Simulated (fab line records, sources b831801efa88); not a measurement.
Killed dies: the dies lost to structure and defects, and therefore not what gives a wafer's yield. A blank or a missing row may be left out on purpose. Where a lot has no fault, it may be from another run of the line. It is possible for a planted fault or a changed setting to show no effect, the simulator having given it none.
A struck lot beside a sound one :: flow sky130 :: 15 out of 708 route steps
Sound: these wafers, L700.2, L700.3, L700.5. Struck: wafer L709.4. (L709.2 of the same lot was not struck and is left out.) The cause comes at the end.
At each step with rows: each side's tool, then ch and its chambers, then its first start. Under that, the readings that differ: sound wafers :: struck wafers :: difference of the means :: sigmas: that difference in standard deviations of wafers without a fault.
alike: readings with means less than 2 such deviations apart, plus words and numbers identical on both sides. not compared: withheld readings, readings lacking a value on some wafer, bounds such as >300 that could conceal the same value, and numbers that have no deviation in the record and whose values overlap.
A row with sigmas, a row that says differs or no value, or rows on one side alone: a step with any of these is where the two part. When numbers do not overlap yet have no deviation, they are printed without sigmas and do not part them. A reading missing from all wafers of one side parts the sides only when that side holds two or more wafers.

first, 1 step without rows for these wafers: SKY_VT_ADJUST_NCORE_DEVELOP_06 (develop time 60 s).
SKY_VT_ADJUST_NCORE_CD_MEAS_07: the cd target is 380 nm.
  sound on cdSem-02, day 11 10:34; struck on cdSem-01, day 14 04:37
  alike: cdNm
SKY_VT_ADJUST_NCORE_OVL_MEAS_08:
  sound on overlay-01, day 11 10:40; struck on overlay-01, day 14 04:43
  alike: VT_ADJUST_NCORE_OVL
after that, 1 step had no rows for these wafers: SKY_VT_ADJUST_NCORE_IMPLANT_09.
SKY_VT_ADJUST_NCORE_STRIP_10: strips in O2/N2.
  sound on plasmaAsher-04 ch 0,1, day 11 10:50; struck on plasmaAsher-03 ch 0, day 14 04:53
  alike: drypumpMotorCurrentA, oesProductAu, stripTimeToEndpointS
  not compared: rfHoursCounterH
SKY_VT_ADJUST_NCORE_TW_MEAS_11:
  sound on filmMetro-02, day 11 10:57; struck on filmMetro-02, day 14 05:00
  alike: VT_ADJUST_NCORE_TW
then, 6 steps without rows for these wafers: SKY_VT_ADJUST_HVTR_DEHYDRATE_00 (time 60 s); SKY_VT_ADJUST_HVTR_HMDS_01 (prime time 60 s); SKY_VT_ADJUST_HVTR_COAT_02 (resist thk 1140 nm); SKY_VT_ADJUST_HVTR_SOFTBAKE_03 (time 60 s); SKY_VT_ADJUST_HVTR_EXPOSE_04 (exposes mask HVTRM, target cd 380 nm); SKY_VT_ADJUST_HVTR_PEB_05.
SKY_VT_ADJUST_HVTR_DEVELOP_06: develop time 60 s.
  sound on lithoTrack-02 ch 0, day 12 10:28; struck on lithoTrack-01 ch 0, day 15 07:05
SKY_VT_ADJUST_HVTR_CD_MEAS_07: the cd target is 380 nm.
  sound on cdSem-02, day 12 10:37; struck on cdSem-02, day 15 07:31
reading: cdNm (nm)
sound: 382.6 378.9 380.6
struck: 401.6
difference: +20.9
sigmas: +8
  not compared: hold
SKY_VT_ADJUST_HVTR_OVL_MEAS_08:
  sound on overlay-01, day 12 10:43; struck on overlay-02, day 15 08:50
reading: hold
sound: - - -
struck: awaitDispo/1.2h/release
difference: no value on the sound wafers
sigmas: 
  alike: VT_ADJUST_HVTR_OVL

== WHERE THEY PART ==
Earliest at SKY_VT_ADJUST_HVTR_CD_MEAS_07; latest, in this record, at SKY_VT_ADJUST_HVTR_OVL_MEAS_08.

WHY: the cause the simulator had injected
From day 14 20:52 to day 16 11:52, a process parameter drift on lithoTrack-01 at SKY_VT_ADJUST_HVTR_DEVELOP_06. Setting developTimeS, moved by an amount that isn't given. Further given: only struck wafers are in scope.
